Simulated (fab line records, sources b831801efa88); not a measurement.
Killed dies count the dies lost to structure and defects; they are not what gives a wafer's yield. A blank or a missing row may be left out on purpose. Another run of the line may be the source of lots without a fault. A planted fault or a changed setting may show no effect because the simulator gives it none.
One fault seen from 2 desks / flow sky130 / numbers are kept per desk, each desk with only its own; the story behind them comes last

THE METROLOGY DESK
Means of the sampled wafers that have a number, per lot and without regard to the tool the lot ran on: this is what the gauges read. If a lot's mean is further than 4 standard deviations from the usual mean, the lot is out of limits and carries the mark OUT (the distance appears in the brackets).
Columns: A = METAL2_ALCU_RS at SKY_METAL2_RS_MEAS_05, usual 0.1262 ohm/sq; B = METAL2_OVL at SKY_METAL2_OVL_MEAS_16, usual -1 nm; C = VIA2_BOW at SKY_VIA2_BOW_MEAS_03, usual 85 um
lot=L266; first seen here=day 35 00:19; A=0.1261; B=-4; C=80
lot=L268; first seen here=day 35 07:37; A=0.1255; B=-3; C=91
lot=L269; first seen here=day 35 13:16; A=0.1267; B=7; C=86
lot=L271; first seen here=day 36 05:59; A=0.1256; B=-1; C=92
lot=L272; first seen here=day 36 12:43; A=0.1261; B=-5; C=86
lot=L275; first seen here=day 37 15:53; A=0.1253; B=-4; C=78
lot=L276; first seen here=day 37 18:50; A=0.1262; B=1; C=83
lot=L277; first seen here=day 37 21:41; A=0.1261; B=6; C=73
lot=L278; first seen here=day 38 02:37; A=0.1250; B=2; C=82
lot=L279; first seen here=day 38 14:48; A=0.1258; B=-5; C=88
lot=L283; first seen here=day 39 20:24; A=0.1262; B=2; C=80
Result from this desk: across the 11 lots, nothing is out of limits.

DESK OF THE TOOL OWNER: pvd sputter-01
The tool's own readings at SKY_METAL3_SPUTTER_02 (material AlCu, target thk 735 nm, time 39.1 s): means of the sampled wafers that have a number, for each lot that ran on this tool. If a lot's mean is further than 4 standard deviations from the usual mean, the lot is out of limits and carries the mark OUT (the distance appears in the brackets).
Columns: A = throttle valve pct at SKY_METAL3_SPUTTER_02, usual 29.8 %
lot=L266; first seen here=day 37 06:49; A=28.9
lot=L269; first seen here=day 37 20:58; A=28.8
lot=L271; first seen here=day 38 13:37; A=29.2
lot=L278; first seen here=day 40 08:08; A=30.1
lot=L279; first seen here=day 40 19:47; A=29.2
lot=L283; first seen here=day 42 00:32; A=29.5
Result from this desk: across the 6 lots, nothing is out of limits.

BROUGHT TOGETHER
Metrology desk: nothing out of limits seen.
The tool owner's desk saw nothing out of limits.

WHAT WAS PUT IN BY THE SIMULATOR
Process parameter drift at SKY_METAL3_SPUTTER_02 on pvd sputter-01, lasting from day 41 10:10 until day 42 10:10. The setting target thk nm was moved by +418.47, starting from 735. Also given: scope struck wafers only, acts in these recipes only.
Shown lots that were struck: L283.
